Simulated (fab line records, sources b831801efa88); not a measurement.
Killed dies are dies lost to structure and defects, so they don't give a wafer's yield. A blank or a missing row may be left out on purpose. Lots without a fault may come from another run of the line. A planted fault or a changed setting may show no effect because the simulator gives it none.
Problem report in the 8D (eight disciplines) form, filled by code | flow sky130 | the parts of the form that need people (team, actions taken, sign-off) are left out

1. THE PROBLEM
VT_ADJUST_LVTN_TW at SKY_VT_ADJUST_LVTN_TW_MEAS_10 reads a mean of 284.0 on 6 wafers of 2 lots; wafers without a fault read 242.0 with a standard deviation of 1.7. That is +25 standard deviations from the usual mean.
First seen on wafer L893.3, day 9 21:38, on film_metro-01. The record holds 42 wafers of 14 lots with a number at this step. Rule for "out", or "out of limits": more than 4 standard deviations from the usual mean. The other wafers with a number count as sound.

2. WHAT IT IS AND WHAT IT IS NOT
question                    | is                           | is not
which readings at this step | VT_ADJUST_LVTN_TW            | -
which lots                  | L893, L894                   | L885, L886, L887, L888, L889, L890, L891, L892, L895, L902, L903, L905
which wafers of those lots  | all that have a number       | -
read on which gauges        | film_metro-01, film_metro-03 | film_metro-04
when                        | from day 9 21:38             | up to then (24 sound wafers); but 12 sound wafers of L895, L902, L903, L905 came after

3. SUSPECTS, AND WHAT RULES EACH OUT
Counting: a tool at a process step up to the reading stays a suspect if it ran every lot that is out and no sound lot after the first of them.
- the gauge at SKY_VT_ADJUST_LVTN_TW_MEAS_10: ruled out. The wafers that are out were read on 2 gauges (film_metro-01, film_metro-03).
- implanter-04 at SKY_VT_ADJUST_LVTN_IMPLANT_08: ruled out as a lasting fault. Sound lots L905 ran on it after its first lot that is out, L893 (day 9 21:25).
Left after counting: nothing in the record.

4. THE CAUSE (what the simulator had put in)
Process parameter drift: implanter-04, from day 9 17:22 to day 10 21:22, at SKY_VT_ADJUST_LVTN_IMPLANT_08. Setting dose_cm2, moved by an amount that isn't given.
Counting ruled it out, wrongly: the rule takes a fault to strike every lot that its tool runs from its start on, and this one did not.

5. THE CHAIN OF EFFECTS, in route order
Each row: a reading whose mean over the struck wafers that have a number lies more than 3 standard deviations from the usual. Only readings for which the record gives a usual standard deviation are gone through. hours: the time from each lot's start at the first step in this table that gives one to its start at this step, as a median over the lots. sigmas: the change in usual standard deviations.
hours | step                          | reading            | usual    | on struck wafers | change    | sigmas
0     | SKY_VT_ADJUST_LVTN_IMPLANT_08 | dose_ions_cm2      | 1.57e+12 | 2.74e+12         | +1.17e+12 | +99 or more
0     | SKY_VT_ADJUST_LVTN_IMPLANT_08 | faraday_current_uA | 8.87     | 15.48            | +6.61     | +41
0     | SKY_VT_ADJUST_LVTN_TW_MEAS_10 | VT_ADJUST_LVTN_TW  | 242.0    | 284.0            | +42.0     | +25
The process steps in it:
- SKY_VT_ADJUST_LVTN_IMPLANT_08

6. WHAT WOULD HAVE CAUGHT IT SOONER
In this record the first reading out of limits at a measuring or inspecting step was taken at day 9 21:38, 4 hours after the fault began at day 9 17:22.
The tool's own readings at SKY_VT_ADJUST_LVTN_IMPLANT_08 were out on every struck wafer that the step has a row for (dose_ions_cm2, faraday_current_uA): an alarm limit on them would have fired on the first of those.
